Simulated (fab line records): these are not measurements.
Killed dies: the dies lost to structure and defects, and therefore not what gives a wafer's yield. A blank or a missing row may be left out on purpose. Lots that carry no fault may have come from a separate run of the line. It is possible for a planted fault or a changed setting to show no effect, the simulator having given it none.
Which of the tools did it? :: flow gf180mcu :: 42 wafers from 14 lots sampled at 4 of the route's 602 steps

== WHAT THE GAUGES SHOWED, per wafer ==
GF_M3_THK_MEAS_06: measures by xrf. Usual: for M3_ALCU_THK the level is 451 nm and the standard deviation is 5.5.
lot: L666
measured: day 21 04:29
on: film metro-01
M3_ALCU_THK (nm): 451 457 446
flag: 

lot: L667
measured: day 21 17:11
on: film metro-03
M3_ALCU_THK (nm): 460 456 450
flag: 

lot: L669
measured: day 22 10:27
on: film metro-01
M3_ALCU_THK (nm): 448 443 438
flag: 

lot: L670
measured: day 22 21:01
on: film metro-03
M3_ALCU_THK (nm): 447 444 449
flag: 

lot: L671
measured: day 23 06:25
on: film metro-02
M3_ALCU_THK (nm): 443 444 444
flag: 

lot: L673
measured: day 24 03:43
on: film metro-03
M3_ALCU_THK (nm): 447 455 457
flag: 

lot: L674
measured: day 24 10:44
on: film metro-01
M3_ALCU_THK (nm): 451 449 457
flag: 

lot: L675
measured: day 24 12:06
on: film metro-01
M3_ALCU_THK (nm): 440 448 449
flag: 

lot: L676
measured: day 24 21:50
on: film metro-02
M3_ALCU_THK (nm): 457 458 450
flag: 

lot: L677
measured: day 25 06:48
on: film metro-02
M3_ALCU_THK (nm): 444 448 450
flag: 

lot: L678
measured: day 25 15:50
on: film metro-03
M3_ALCU_THK (nm): 457 458 454
flag: 

lot: L683
measured: day 26 23:55
on: film metro-02
M3_ALCU_THK (nm): 462 455 448
flag: 

lot: L684
measured: day 27 08:03
on: film metro-02
M3_ALCU_THK (nm): 452 450 448
flag: 

lot: L687
measured: day 28 00:56
on: film metro-02
M3_ALCU_THK (nm): 443 443 440
flag: 

GF_V3_THK_MEAS_03. Usual: for V3_CVD_02_THK the level is 850 nm and the standard deviation is 13.
lot: L666
measured: day 22 04:52
on: film metro-03
V3_CVD_02_THK (nm): 840 840 849
flag: 

lot: L667
measured: day 22 17:34
on: film metro-03
V3_CVD_02_THK (nm): 835 855 840
flag: 

lot: L669
measured: day 23 10:04
on: film metro-03
V3_CVD_02_THK (nm): 844 845 857
flag: 

lot: L670
measured: day 23 20:47
on: film metro-02
V3_CVD_02_THK (nm): 862 843 881
flag: 

lot: L671
measured: day 24 05:35
on: film metro-04
V3_CVD_02_THK (nm): 847 842 837
flag: 

lot: L673
measured: day 25 02:37
on: film metro-03
V3_CVD_02_THK (nm): 857 843 840
flag: 

lot: L674
measured: day 25 08:43
on: film metro-04
V3_CVD_02_THK (nm): 862 846 867
flag: 

lot: L675
measured: day 25 10:14
on: film metro-02
V3_CVD_02_THK (nm): 832 832 843
flag: 

lot: L676
measured: day 25 20:10
on: film metro-03
V3_CVD_02_THK (nm): 822 841 844
flag: 

lot: L677
measured: day 26 04:47
on: film metro-02
V3_CVD_02_THK (nm): 829 852 852
flag: 

lot: L678
measured: day 26 13:51
on: film metro-03
V3_CVD_02_THK (nm): 829 829 849
flag: 

lot: L683
measured: day 27 21:13
on: film metro-03
V3_CVD_02_THK (nm): 851 844 859
flag: 

lot: L684
measured: day 28 05:05
on: film metro-02
V3_CVD_02_THK (nm): 827 853 854
flag: 

lot: L687
measured: day 28 21:06
on: film metro-02
V3_CVD_02_THK (nm): 862 838 860
flag: 

== TOOL THAT RAN EACH LOT (tool first, then ch and the chambers of the sampled wafers, then the start) ==
lot: L666
GF_CONTACT_ETCH_17: rie diel-03 ch 0,2,3, day 16 21:00
GF_M3_SPUTTER_00: pvd sputter-02, day 21 04:08

lot: L667
GF_CONTACT_ETCH_17: rie diel-02 ch 0,1,2, day 17 09:00
GF_M3_SPUTTER_00: pvd sputter-02, day 21 16:50

lot: L669
GF_CONTACT_ETCH_17: rie diel-01 ch 0,2,3, day 18 01:00
GF_M3_SPUTTER_00: pvd sputter-04, day 22 10:07

lot: L670
GF_CONTACT_ETCH_17: rie diel-03 ch 0,3, day 18 12:00
GF_M3_SPUTTER_00: pvd sputter-04, day 22 20:32

lot: L671
GF_CONTACT_ETCH_17: rie diel-01 ch 0,2, day 18 23:00
GF_M3_SPUTTER_00: pvd sputter-03, day 23 06:05

lot: L673
GF_CONTACT_ETCH_17: rie diel-03 ch 0,1,3, day 19 20:00
GF_M3_SPUTTER_00: pvd sputter-03, day 24 03:23

lot: L674
GF_CONTACT_ETCH_17: rie diel-03 ch 1,2,3, day 20 06:00
GF_M3_SPUTTER_00: pvd sputter-03, day 24 10:23

lot: L675
GF_CONTACT_ETCH_17: rie diel-01 ch 2,3, day 20 07:00
GF_M3_SPUTTER_00: pvd sputter-04, day 24 11:45

lot: L676
GF_CONTACT_ETCH_17: rie diel-01 ch 0,2, day 20 17:00
GF_M3_SPUTTER_00: pvd sputter-03, day 24 21:29

lot: L677
GF_CONTACT_ETCH_17: rie diel-03 ch 2,3, day 21 03:00
GF_M3_SPUTTER_00: pvd sputter-03, day 25 06:28

lot: L678
GF_CONTACT_ETCH_17: rie diel-02 ch 1,3, day 21 14:00
GF_M3_SPUTTER_00: pvd sputter-04, day 25 15:29

lot: L683
GF_CONTACT_ETCH_17: rie diel-01 ch 1,3, day 23 01:00
GF_M3_SPUTTER_00: pvd sputter-03, day 26 23:35

lot: L684
GF_CONTACT_ETCH_17: rie diel-01 ch 1,2,3, day 23 11:00
GF_M3_SPUTTER_00: pvd sputter-02, day 27 07:43

lot: L687
GF_CONTACT_ETCH_17: rie diel-02 ch 0,1,2, day 24 05:00
GF_M3_SPUTTER_00: pvd sputter-04, day 28 00:35
- GF_CONTACT_ETCH_17: etches SiO2 in C4F8/O2/Ar, stops on CoSi2, target depth 860 nm.
- GF_M3_SPUTTER_00: material Ti, target thk 37.5 nm, time 150 s.

== WHAT THE TOOLS THEMSELVES READ (means of the sampled wafers that have a number; where no wafer has one, the mark that the record gives instead) ==
GF_CONTACT_ETCH_17. Usual: bias w 1200 W, standard deviation 3.4; oes product au 0.815 a.u., standard deviation 0.0049.
lot: L666
tool: rie diel-03
bias w (W): 1197
oes product au (a.u.): 0.816
flag: 

lot: L667
tool: rie diel-02
bias w (W): 1202
oes product au (a.u.): 0.813
flag: 

lot: L669
tool: rie diel-01
bias w (W): 1200
oes product au (a.u.): 0.817
flag: 

lot: L670
tool: rie diel-03
bias w (W): 1206
oes product au (a.u.): 0.821
flag: 

lot: L671
tool: rie diel-01
bias w (W): 1194
oes product au (a.u.): 0.813
flag: 

lot: L673
tool: rie diel-03
bias w (W): 1199
oes product au (a.u.): 0.811
flag: 

lot: L674
tool: rie diel-03
bias w (W): 1257
oes product au (a.u.): 0.814
flag: OFF

lot: L675
tool: rie diel-01
bias w (W): 1200
oes product au (a.u.): 0.816
flag: 

lot: L676
tool: rie diel-01
bias w (W): 1199
oes product au (a.u.): 0.813
flag: 

lot: L677
tool: rie diel-03
bias w (W): 1258
oes product au (a.u.): 0.816
flag: OFF

lot: L678
tool: rie diel-02
bias w (W): 1198
oes product au (a.u.): 0.817
flag: 

lot: L683
tool: rie diel-01
bias w (W): 1201
oes product au (a.u.): 0.817
flag: 

lot: L684
tool: rie diel-01
bias w (W): 1200
oes product au (a.u.): 0.814
flag: 

lot: L687
tool: rie diel-02
bias w (W): 1199
oes product au (a.u.): 0.816
flag: 

GF_M3_SPUTTER_00. Usual: chamber pressure pa 2.000 Pa, standard deviation 0.0038; throttle valve pct 29.7 %, standard deviation 1.1.
lot: L666
tool: pvd sputter-02
chamber pressure pa (Pa): 1.997
throttle valve pct (%): 30.7
flag: 

lot: L667
tool: pvd sputter-02
chamber pressure pa (Pa): 1.997
throttle valve pct (%): 30.7
flag: 

lot: L669
tool: pvd sputter-04
chamber pressure pa (Pa): 1.999
throttle valve pct (%): 29.8
flag: 

lot: L670
tool: pvd sputter-04
chamber pressure pa (Pa): 1.996
throttle valve pct (%): 30.5
flag: 

lot: L671
tool: pvd sputter-03
chamber pressure pa (Pa): 2.003
throttle valve pct (%): 29.2
flag: 

lot: L673
tool: pvd sputter-03
chamber pressure pa (Pa): 2.000
throttle valve pct (%): 29.9
flag: 

lot: L674
tool: pvd sputter-03
chamber pressure pa (Pa): 2.001
throttle valve pct (%): 29.6
flag: 

lot: L675
tool: pvd sputter-04
chamber pressure pa (Pa): 2.000
throttle valve pct (%): 29.9
flag: 

lot: L676
tool: pvd sputter-03
chamber pressure pa (Pa): 2.000
throttle valve pct (%): 29.3
flag: 

lot: L677
tool: pvd sputter-03
chamber pressure pa (Pa): 1.995
throttle valve pct (%): 29.2
flag: 

lot: L678
tool: pvd sputter-04
chamber pressure pa (Pa): 2.004
throttle valve pct (%): 28.9
flag: 

lot: L683
tool: pvd sputter-03
chamber pressure pa (Pa): 2.000
throttle valve pct (%): 29.3
flag: 

lot: L684
tool: pvd sputter-02
chamber pressure pa (Pa): 1.997
throttle valve pct (%): 31.4
flag: 

lot: L687
tool: pvd sputter-04
chamber pressure pa (Pa): 2.004
throttle valve pct (%): 29.9
flag: 

== THE ANSWER, worked out from the rows above alone ==
Rule: a lot counts as off when the mean over its wafers that have a number is more than 3 standard deviations away from the usual mean. Also off: a lot with no number at a reading for which 4 or more lots have one. All remaining lots with rows at the step are treated as sound. First the gauges in route order, then the tools' own readings, where a lot's mean is used as printed above. The first step at which some lot is off is used, and at that step the reading that is off furthest; a lot without a number counts as furthest.
Off: L674, L677, at GF_CONTACT_ETCH_17 (bias w).
A tool fits if, at that step or a process step before it, it ran every lot that is off, and no sound lot after the first of them. One fits: GF_CONTACT_ETCH_17 on rie diel-03. A fault onset in the window from L673 (day 19 20:00, its last sound lot) to L674 (day 20 06:00, its first lot off) fits.
The tool's own readings at GF_CONTACT_ETCH_17 bear it out: on the lots that are off they differ by more than 5 times the standard deviation of the sound lots' means. bias w reads 1258 W there against 1200 W on the sound lots.

== WHAT HAD BEEN PUT IN BY THE SIMULATOR ==
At GF_CONTACT_ETCH_17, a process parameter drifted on rie diel-03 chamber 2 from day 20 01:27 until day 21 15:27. From 1200, the setting bias w moved by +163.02. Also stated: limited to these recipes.
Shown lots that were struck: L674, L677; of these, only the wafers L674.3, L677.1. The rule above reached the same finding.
